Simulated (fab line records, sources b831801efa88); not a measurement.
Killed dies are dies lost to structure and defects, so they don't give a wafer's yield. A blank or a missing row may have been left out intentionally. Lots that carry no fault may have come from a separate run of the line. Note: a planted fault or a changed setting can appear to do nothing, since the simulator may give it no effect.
Which tool did it? / flow gf180mcu / 13 lots, 39 wafers sampled, at 5 steps of a route of 602

WHAT EACH GAUGE READ, for each wafer
GF_DNWELL_TW_MEAS_09. Usual: DNWELL_TW 1346, standard deviation 11.
lot=L860; measured=day 2 17:52; on=film_metro-03; DNWELL_TW=1359 1361 1367; flag=
lot=L862; measured=day 3 06:35; on=film_metro-03; DNWELL_TW=1326 1326 1326; flag=
lot=L863; measured=day 3 10:17; on=film_metro-04; DNWELL_TW=1353 1346 1350; flag=
lot=L864; measured=day 3 15:40; on=film_metro-02; DNWELL_TW=1352 1348 1353; flag=
lot=L865; measured=day 3 20:41; on=film_metro-04; DNWELL_TW=1340 1332 1336; flag=
lot=L866; measured=day 4 03:29; on=film_metro-03; DNWELL_TW=1358 1351 1359; flag=
lot=L868; measured=day 4 11:52; on=film_metro-04; DNWELL_TW=1339 1333 1336; flag=
lot=L876; measured=day 6 07:47; on=film_metro-04; DNWELL_TW=1333 1333 1341; flag=
lot=L877; measured=day 6 13:11; on=film_metro-02; DNWELL_TW=1345 1352 1339; flag=
lot=L878; measured=day 6 22:15; on=film_metro-03; DNWELL_TW=1369 1360 1369; flag=
lot=L880; measured=day 7 05:04; on=film_metro-04; DNWELL_TW=1346 1348 1353; flag=
lot=L881; measured=day 7 10:26; on=film_metro-02; DNWELL_TW=1336 1343 1334; flag=
lot=L883; measured=day 7 23:58; on=film_metro-03; DNWELL_TW=1350 1349 1350; flag=

GF_LVPWELL_OVL_MEAS_07. Usual: LVPWELL_OVL 0.0 nm, standard deviation 1.5.
lot=L860; measured=day 3 18:50; on=overlay-02; LVPWELL_OVL (nm)=1.8 1.9 0.7; flag=
lot=L862; measured=day 4 08:40; on=overlay-02; LVPWELL_OVL (nm)=-0.6 -0.9 -3.4; flag=
lot=L863; measured=day 4 13:53; on=overlay-02; LVPWELL_OVL (nm)=-2.9 -2.7 -2.5; flag=
lot=L864; measured=day 4 19:23; on=overlay-01; LVPWELL_OVL (nm)=1.0 1.6 1.2; flag=
lot=L865; measured=day 5 00:19; on=overlay-02; LVPWELL_OVL (nm)=1.8 2.3 -1.2; flag=
lot=L866; measured=day 5 08:01; on=overlay-01; LVPWELL_OVL (nm)=-0.7 -1.3 0.1; flag=
lot=L868; measured=day 5 16:12; on=overlay-01; LVPWELL_OVL (nm)=-0.4 1.0 0.9; flag=
lot=L876; measured=day 7 14:31; on=overlay-02; LVPWELL_OVL (nm)=-0.1 -0.2 -0.1; flag=
lot=L877; measured=day 7 19:29; on=overlay-01; LVPWELL_OVL (nm)=-0.6 -2.2 0.5; flag=
lot=L878; measured=day 8 06:25; on=overlay-02; LVPWELL_OVL (nm)=-0.1 1.4 1.9; flag=
lot=L880; measured=day 8 13:06; on=overlay-01; LVPWELL_OVL (nm)=-0.1 -1.7 0.5; flag=
lot=L881; measured=day 8 19:33; on=overlay-01; LVPWELL_OVL (nm)=3.0 0.3 0.3; flag=
lot=L883; measured=day 9 08:37; on=overlay-02; LVPWELL_OVL (nm)=-1.4 -3.0 -1.6; flag=

GF_HV_LDD_CD_MEAS_19: target cd 400 nm. Usual: 400.1 nm for cd_nm, sd 2.2.
lot=L860; measured=day 10 14:50; on=cd_sem-01; cd_nm (nm)=400.0 399.2 398.5; flag=
lot=L862; measured=day 11 11:27; on=cd_sem-02; cd_nm (nm)=400.3 397.8 399.2; flag=
lot=L863; measured=day 11 18:36; on=cd_sem-02; cd_nm (nm)=402.3 398.9 401.3; flag=
lot=L864; measured=day 12 03:03; on=cd_sem-02; cd_nm (nm)=401.2 401.6 402.0; flag=
lot=L865; measured=day 12 08:10; on=cd_sem-01; cd_nm (nm)=401.2 399.9 402.0; flag=
lot=L866; measured=day 12 14:04; on=cd_sem-02; cd_nm (nm)=405.6 402.6 404.8; flag=
lot=L868; measured=day 13 06:53; on=cd_sem-01; cd_nm (nm)=400.1 399.0 397.1; flag=
lot=L876; measured=day 15 18:55; on=cd_sem-01; cd_nm (nm)=400.8 396.8 399.6; flag=
lot=L877; measured=day 16 04:52; on=cd_sem-01; cd_nm (nm)=397.0 399.8 399.3; flag=
lot=L878; measured=day 16 15:20; on=cd_sem-02; cd_nm (nm)=400.6 401.1 400.0; flag=
lot=L880; measured=day 17 04:08; on=cd_sem-01; cd_nm (nm)=397.6 397.0 395.9; flag=
lot=L881; measured=day 17 10:17; on=cd_sem-01; cd_nm (nm)=402.4 397.3 400.3; flag=
lot=L883; measured=day 18 02:47; on=cd_sem-02; cd_nm (nm)=399.0 398.5 400.2; flag=

TOOL THAT RAN EACH LOT (tool first, then ch and the chambers of the sampled wafers, then the start)
lot=L860; GF_MVPSD_COAT_02=litho_track-04 ch 0, day 4 15:26; GF_MVPSD_STRIP_10=plasma_asher-03 ch 0,1, day 4 22:29
lot=L862; GF_MVPSD_COAT_02=litho_track-04 ch 0, day 5 06:31; GF_MVPSD_STRIP_10=plasma_asher-01 ch 1, day 5 13:46
lot=L863; GF_MVPSD_COAT_02=litho_track-01 ch 0, day 5 14:19; GF_MVPSD_STRIP_10=plasma_asher-01 ch 1, day 5 22:32
lot=L864; GF_MVPSD_COAT_02=litho_track-02 ch 0, day 5 17:17; GF_MVPSD_STRIP_10=plasma_asher-02 ch 0,1, day 6 01:25
lot=L865; GF_MVPSD_COAT_02=litho_track-01 ch 0, day 5 22:52; GF_MVPSD_STRIP_10=plasma_asher-02 ch 0,1, day 6 06:10
lot=L866; GF_MVPSD_COAT_02=litho_track-01 ch 0, day 6 06:04; GF_MVPSD_STRIP_10=plasma_asher-01 ch 0,1, day 6 14:46
lot=L868; GF_MVPSD_COAT_02=litho_track-02 ch 0, day 6 15:10; GF_MVPSD_STRIP_10=plasma_asher-02 ch 0,1, day 6 22:47
lot=L876; GF_MVPSD_COAT_02=litho_track-04 ch 0, day 8 15:47; GF_MVPSD_STRIP_10=plasma_asher-03 ch 0,1, day 9 00:30
lot=L877; GF_MVPSD_COAT_02=litho_track-04 ch 0, day 8 21:01; GF_MVPSD_STRIP_10=plasma_asher-03 ch 0,1, day 9 05:42
lot=L878; GF_MVPSD_COAT_02=litho_track-02 ch 0, day 9 07:43; GF_MVPSD_STRIP_10=plasma_asher-02 ch 0,1, day 9 17:01
lot=L880; GF_MVPSD_COAT_02=litho_track-02 ch 0, day 9 15:01; GF_MVPSD_STRIP_10=plasma_asher-01 ch 0,1, day 9 23:32
lot=L881; GF_MVPSD_COAT_02=litho_track-02 ch 0, day 9 21:16; GF_MVPSD_STRIP_10=plasma_asher-01 ch 0,1, day 10 06:34
lot=L883; GF_MVPSD_COAT_02=litho_track-01 ch 0, day 10 11:41; GF_MVPSD_STRIP_10=plasma_asher-02 ch 0,1, day 10 20:48
- GF_MVPSD_COAT_02: resist thk 3000 nm.
- GF_MVPSD_STRIP_10: strips in O2/N2.

WHAT THE TOOLS THEMSELVES READ (means of the sampled wafers that have a number; where no wafer has one, the mark that the record gives instead)
GF_MVPSD_COAT_02. Usual: dispense_pressure_kPa 50.4 kPa, standard deviation 2.9; resist_line_temp_C 23.01 C, standard deviation 0.089.
lot=L860; tool=litho_track-04; dispense_pressure_kPa (kPa)=54.4; resist_line_temp_C (C)=23.00; flag=
lot=L862; tool=litho_track-04; dispense_pressure_kPa (kPa)=54.5; resist_line_temp_C (C)=23.01; flag=
lot=L863; tool=litho_track-01; dispense_pressure_kPa (kPa)=48.3; resist_line_temp_C (C)=23.05; flag=
lot=L864; tool=litho_track-02; dispense_pressure_kPa (kPa)=48.3; resist_line_temp_C (C)=23.00; flag=
lot=L865; tool=litho_track-01; dispense_pressure_kPa (kPa)=48.3; resist_line_temp_C (C)=23.01; flag=
lot=L866; tool=litho_track-01; dispense_pressure_kPa (kPa)=48.3; resist_line_temp_C (C)=22.88; flag=
lot=L868; tool=litho_track-02; dispense_pressure_kPa (kPa)=48.3; resist_line_temp_C (C)=23.04; flag=
lot=L876; tool=litho_track-04; dispense_pressure_kPa (kPa)=54.5; resist_line_temp_C (C)=22.98; flag=
lot=L877; tool=litho_track-04; dispense_pressure_kPa (kPa)=54.5; resist_line_temp_C (C)=23.09; flag=
lot=L878; tool=litho_track-02; dispense_pressure_kPa (kPa)=48.4; resist_line_temp_C (C)=22.96; flag=
lot=L880; tool=litho_track-02; dispense_pressure_kPa (kPa)=48.3; resist_line_temp_C (C)=22.98; flag=
lot=L881; tool=litho_track-02; dispense_pressure_kPa (kPa)=48.3; resist_line_temp_C (C)=22.93; flag=
lot=L883; tool=litho_track-01; dispense_pressure_kPa (kPa)=48.4; resist_line_temp_C (C)=23.09; flag=

GF_MVPSD_STRIP_10. Usual: drypump_motor_current_A 5.51 A, standard deviation 0.24; heater_power_w 360 W, standard deviation 58; o2_flow_sccm 2999 sccm, standard deviation 9.3; oes_product_au 0.723 a.u., standard deviation 0.0047; platen_temp_c 250.00 C, standard deviation 0.19; strip_time_to_endpoint_s 37.02 s, standard deviation 0.14.
lot=L860; tool=plasma_asher-03; drypump_motor_current_A (A)=5.01; heater_power_w (W)=347; o2_flow_sccm (sccm)=2991; oes_product_au (a.u.)=0.717; platen_temp_c (C)=249.95; strip_time_to_endpoint_s (s)=37.00; flag=
lot=L862; tool=plasma_asher-01; drypump_motor_current_A (A)=5.72; heater_power_w (W)=277; o2_flow_sccm (sccm)=3000; oes_product_au (a.u.)=0.724; platen_temp_c (C)=250.05; strip_time_to_endpoint_s (s)=36.94; flag=
lot=L863; tool=plasma_asher-01; drypump_motor_current_A (A)=5.72; heater_power_w (W)=278; o2_flow_sccm (sccm)=2991; oes_product_au (a.u.)=0.724; platen_temp_c (C)=250.08; strip_time_to_endpoint_s (s)=37.18; flag=
lot=L864; tool=plasma_asher-02; drypump_motor_current_A (A)=5.55; heater_power_w (W)=372; o2_flow_sccm (sccm)=3001; oes_product_au (a.u.)=0.723; platen_temp_c (C)=250.16; strip_time_to_endpoint_s (s)=37.12; flag=
lot=L865; tool=plasma_asher-02; drypump_motor_current_A (A)=5.54; heater_power_w (W)=352; o2_flow_sccm (sccm)=3001; oes_product_au (a.u.)=0.724; platen_temp_c (C)=249.87; strip_time_to_endpoint_s (s)=36.97; flag=
lot=L866; tool=plasma_asher-01; drypump_motor_current_A (A)=5.69; heater_power_w (W)=328; o2_flow_sccm (sccm)=3004; oes_product_au (a.u.)=0.720; platen_temp_c (C)=249.76; strip_time_to_endpoint_s (s)=37.34; flag=
lot=L868; tool=plasma_asher-02; drypump_motor_current_A (A)=5.52; heater_power_w (W)=347; o2_flow_sccm (sccm)=3001; oes_product_au (a.u.)=0.721; platen_temp_c (C)=250.21; strip_time_to_endpoint_s (s)=36.96; flag=
lot=L876; tool=plasma_asher-03; drypump_motor_current_A (A)=5.00; heater_power_w (W)=358; o2_flow_sccm (sccm)=3000; oes_product_au (a.u.)=0.723; platen_temp_c (C)=249.91; strip_time_to_endpoint_s (s)=35.43; flag=OFF
lot=L877; tool=plasma_asher-03; drypump_motor_current_A (A)=5.00; heater_power_w (W)=353; o2_flow_sccm (sccm)=2998; oes_product_au (a.u.)=0.726; platen_temp_c (C)=250.07; strip_time_to_endpoint_s (s)=35.42; flag=OFF
lot=L878; tool=plasma_asher-02; drypump_motor_current_A (A)=5.54; heater_power_w (W)=353; o2_flow_sccm (sccm)=3007; oes_product_au (a.u.)=0.722; platen_temp_c (C)=249.97; strip_time_to_endpoint_s (s)=36.99; flag=
lot=L880; tool=plasma_asher-01; drypump_motor_current_A (A)=5.70; heater_power_w (W)=386; o2_flow_sccm (sccm)=3003; oes_product_au (a.u.)=0.717; platen_temp_c (C)=249.96; strip_time_to_endpoint_s (s)=37.27; flag=
lot=L881; tool=plasma_asher-01; drypump_motor_current_A (A)=5.70; heater_power_w (W)=332; o2_flow_sccm (sccm)=2995; oes_product_au (a.u.)=0.729; platen_temp_c (C)=250.04; strip_time_to_endpoint_s (s)=37.09; flag=
lot=L883; tool=plasma_asher-02; drypump_motor_current_A (A)=5.52; heater_power_w (W)=350; o2_flow_sccm (sccm)=3000; oes_product_au (a.u.)=0.719; platen_temp_c (C)=250.01; strip_time_to_endpoint_s (s)=36.82; flag=

THE ANSWER, worked out from the rows above alone
Rule: a lot is off if the mean of its wafers that have a number lies more than 3 standard deviations from the usual mean. A lot without any number at a reading at which 4 lots or more have one is off too. Where the step has rows for the other lots, those lots are counted as sound. Order of review: gauges by route order, followed by the tools' own readings, for which a lot's mean as printed above is used. The first step at which some lot is off is used, and at that step the reading that is off furthest; a lot without a number counts as furthest.
Off, at GF_MVPSD_STRIP_10 on strip_time_to_endpoint_s: L876, L877.
If a tool, at that step or one of the process steps before it, ran each lot that is off and ran no sound lot following the first of them, it fits. Can't be told from this: 2 tools fit, litho_track-04 at GF_MVPSD_COAT_02, plasma_asher-03 at GF_MVPSD_STRIP_10.

WHAT THE SIMULATOR HAD PUT IN
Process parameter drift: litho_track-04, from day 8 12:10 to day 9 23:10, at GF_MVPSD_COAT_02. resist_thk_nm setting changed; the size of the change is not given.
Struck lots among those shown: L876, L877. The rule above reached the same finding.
